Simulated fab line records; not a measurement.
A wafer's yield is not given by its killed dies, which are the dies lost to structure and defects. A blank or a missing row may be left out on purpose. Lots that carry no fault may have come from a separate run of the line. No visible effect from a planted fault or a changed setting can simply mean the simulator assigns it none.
2 desks looking at one fault -- flow gf180mcu -- what lay behind the numbers comes last; until then each desk has only its own

## METROLOGY DESK
What the gauges read, lot by lot, whatever tool the lot ran on: means of the sampled wafers that have a number. Any lot whose mean is over 4 standard deviations away from the usual mean is out of limits and marked OUT; that distance is given in the brackets.
Columns: A = LVPWELL_TW at GF_LVPWELL_TW_MEAS_11, usual 561; B = MVPSD_TW at GF_MVPSD_TW_MEAS_11, usual 556
lot,first seen here,A,B
L181,day 4 03:29,568,562
L183,day 4 15:42,567,551
L184,day 4 18:50,567,558
L185,day 5 00:47,562,558
L187,day 5 12:48,563,555
L189,day 5 23:48,572,546
L191,day 6 09:29,568,556
L192,day 6 16:33,557,555
L193,day 6 23:05,568,554
L194,day 7 04:23,30 (-87) OUT,556
L195,day 7 08:53,30 (-87) OUT,559
L196,day 7 14:41,30 (-87) OUT,558
L198,day 8 03:20,556,556
L202,day 9 02:02,550,547
L203,day 9 07:20,550,548
This desk's result: L194, L195, L196 out of limits, first on L194 (LVPWELL_TW at GF_LVPWELL_TW_MEAS_11), day 7 04:23. L181, L183, L184, L185, L187, L189, L191, L192, L193, L198, L202, L203: within limits.

## TOOL OWNER'S DESK, plasma asher-02
The tool's own readings at GF_NWELL_STRIP_10 (strips in O2/N2): means of the sampled wafers that have a number, for each lot that ran on this tool. Any lot whose mean is over 4 standard deviations away from the usual mean is out of limits and marked OUT; that distance is given in the brackets.
Columns: A = chamber pressure mTorr at GF_NWELL_STRIP_10, usual 1500.1 mTorr; B = drypump motor current A at GF_NWELL_STRIP_10, usual 5.6 A; C = heater power w at GF_NWELL_STRIP_10, usual 322 W; D = oes product au at GF_NWELL_STRIP_10, usual 0.722 a.u.; E = strip time to endpoint s at GF_NWELL_STRIP_10, usual 37.40 s
lot,first seen here,A,B,C,D,E
L184,day 4 04:20,1500.9,5.2,330,0.724,37.49
L185,day 4 10:47,1499.9,5.2,333,0.721,37.31
L189,day 5 09:14,1500.6,5.2,334,0.721,37.42
L193,day 6 07:18,1499.5,5.6,339,0.724,37.63
This desk's finding: nothing out of limits on any of the 4 lots.

## PUT TOGETHER
At day 7 04:23 the metrology desk could have sounded an alarm, on L194, L195, L196.
Nothing out of limits was seen by the tool owner's desk.
The tool owner's desk has no number on record for L194, L195, L196.
Every lot named ran GF_NWELL_STRIP_10 on plasma asher-02.

## WHAT THE SIMULATOR HAD PUT IN
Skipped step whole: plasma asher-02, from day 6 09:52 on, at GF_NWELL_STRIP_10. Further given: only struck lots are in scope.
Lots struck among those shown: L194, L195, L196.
Per desk, hours elapsed from the start of the fault to the first reading out of limits: for the metrology desk, 19.
